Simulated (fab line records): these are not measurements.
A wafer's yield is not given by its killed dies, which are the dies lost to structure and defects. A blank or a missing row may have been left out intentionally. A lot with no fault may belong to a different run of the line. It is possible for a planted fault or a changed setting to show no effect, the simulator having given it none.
A lot that was struck, set against a sound lot ; flow sky130 ; 17 steps out of a route of 708
Sound: these wafers, L506.1, L506.4, L506.6. Wafers struck: L521.1, L521.2, L521.6. The cause comes at the end.
Each step with rows lists, per side, the tool, then ch with its chambers, then its first start. Under that, the readings that differ: sound wafers ; struck wafers ; difference of the means ; sigmas: that difference in standard deviations of wafers without a fault.
alike: same words and numbers on both sides, and readings whose means sit less than 2 such deviations apart. not compared: any withheld reading, any reading some wafer has no value for, any bound like >300 that may hide the same value, and any number with overlapping values for which the record gives no deviation.
A row with sigmas, a row that says differs or no value, or rows on one side alone: a step with any of these is where the two part. Numbers that have no deviation but don't overlap get no sigmas and don't part them. Lack of a reading on every wafer of one side parts them only where that side has two or more wafers.

SKY_LOCAL_INTERCONNECT_RS_MEAS_01: a four-point-probe measurement.
  sound on film_metro-03 at day 28 17:23; struck on film_metro-04 at day 34 03:22
  alike: LOCAL_INTERCONNECT_TIN_RS
SKY_LOCAL_INTERCONNECT_THK_MEAS_02: measures by xrf.
  sound on film_metro-03 at day 28 17:31; struck on film_metro-04 at day 34 03:29
  alike: LOCAL_INTERCONNECT_TIN_THK
then, 8 steps without rows for these wafers: SKY_LOCAL_INTERCONNECT_DEHYDRATE_03 (time 60 s); SKY_LOCAL_INTERCONNECT_HMDS_04 (prime time 60 s); SKY_LOCAL_INTERCONNECT_COAT_05 (resist thk 60 nm); SKY_LOCAL_INTERCONNECT_COAT_06 (resist thk 450 nm); SKY_LOCAL_INTERCONNECT_SOFTBAKE_07 (time 90 s); SKY_LOCAL_INTERCONNECT_EXPOSE_08 (exposes mask LI1M, target cd 170 nm); SKY_LOCAL_INTERCONNECT_PEB_09; SKY_LOCAL_INTERCONNECT_DEVELOP_10 (develop time 60 s).
SKY_LOCAL_INTERCONNECT_CD_MEAS_11: target cd 170 nm.
  sound on cd_sem-02 at day 29 21:43; struck on cd_sem-02 at day 35 06:01
  alike: cd_nm
SKY_LOCAL_INTERCONNECT_OVL_MEAS_12:
  sound on overlay-01 at day 29 21:50; struck on overlay-01 at day 35 06:08
  alike: LOCAL_INTERCONNECT_OVL
SKY_LOCAL_INTERCONNECT_ETCH_13: etches BARC in N2/H2, stops on SiO2, time 45.9 s, target depth 60 nm.
  sound on rie_metal-02 ch 0,1, day 29 21:52; struck on rie_metal-04 ch 0,1, day 35 06:11
reading;sound;struck;difference;sigmas
drypump_motor_current_A (A);5.1 5.1 5.3;6.1 6.3 6.3;+1.1;+3
oes_product_au (a.u.);0.859 0.858 0.850;0.663 0.662 0.657;-0.195;-44
run_length_s (s);74.2 74.1 74.2;104.5 105.6 105.9;+31.2;+58
model.KrF-thick_of_LOCAL_INTERCONNECT_COAT_06.thk_nm (nm);392.9 394.5 392.2;360.6 360.1 361.3;-32.5;
model.LOCAL_INTERCONNECT.cd_nm (nm);168.6 167.6 170.4;163.2 162.6 163.7;-5.7;
model.SiO2_of_SONOS_ONO_CVD_04.thk_nm (nm);4.135 4.248 4.087;2.671 2.597 2.602;-1.533;
  alike: chamber_pressure_mTorr, throttle_valve_pct
  not compared: rf_hours_counter_h
SKY_LOCAL_INTERCONNECT_METAL_ETCH_14: etches TiN in Cl2/BCl3, stops on PSG, target depth 110 nm, time 31.4 s.
  sound on rie_metal-02 ch 0,1, day 29 21:56; struck on rie_metal-04 ch 0,1, day 35 06:14
reading;sound;struck;difference;sigmas
drypump_motor_current_A (A);5.1 5.1 5.3;6.1 6.2 6.3;+1.0;+2
model.KrF-thick_of_LOCAL_INTERCONNECT_COAT_06.thk_nm (nm);350.4 352 349.2;316.1 315.6 316.3;-34.5;
model.LOCAL_INTERCONNECT.cd_nm (nm);169.2 168.2 170.1;165.1 161.5 163.1;-5.9;
  alike: bcl3_flow_sccm, chamber_pressure_mTorr, oes_product_au, run_length_s, throttle_valve_pct
  not compared: rf_hours_counter_h
SKY_LOCAL_INTERCONNECT_STRIP_15: strips in O2/N2.
  sound on plasma_asher-04 ch 0,1, day 29 21:59; struck on plasma_asher-03 ch 0,1, day 35 06:17
reading;sound;struck;difference;sigmas
oes_product_au (a.u.);0.429 0.433 0.426;0.408 0.409 0.418;-0.018;-4
strip_time_to_endpoint_s (s);4.737 4.742 4.719;4.393 4.379 4.385;-0.347;-14
  alike: chamber_pressure_mTorr, drypump_motor_current_A, o2_flow_sccm
  not compared: rf_hours_counter_h
then, 1 step without rows for these wafers: SKY_LOCAL_INTERCONNECT_STRIP_16 (strips in post etch residue remover, time 1200 s).
-- record jumps: 14 days separate the struck wafers' starts on either side; left off in module LOCAL_INTERCONNECT, taken up again in module PAD_OPEN, whose first shown step is the route's number 708 --
SKY_PAD_OPEN_PROBE_99:
  sound on prober-01 at day 45 11:46; struck on prober-02 at day 49 04:28
reading;sound;struck;difference;sigmas
model.etest.res_li.line_ohm_um;76.77 77.38 75.09;78.14 79.54 79.99;+2.81;
  alike: killed_at_M0_to_M3, killed_at_M4_up, killed_at_contacts, killed_at_front_end, killed_at_other, killed_dies, killed_open, killed_short

== WHERE THEY PART ==
Earliest at SKY_LOCAL_INTERCONNECT_ETCH_13; latest, in this record, at SKY_LOCAL_INTERCONNECT_STRIP_15. Later steps at which nothing parts them and some readings are alike: SKY_PAD_OPEN_PROBE_99.

WHY: what the simulator had put in
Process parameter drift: rie_metal-04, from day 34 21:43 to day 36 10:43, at SKY_LOCAL_INTERCONNECT_ETCH_13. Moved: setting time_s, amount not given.
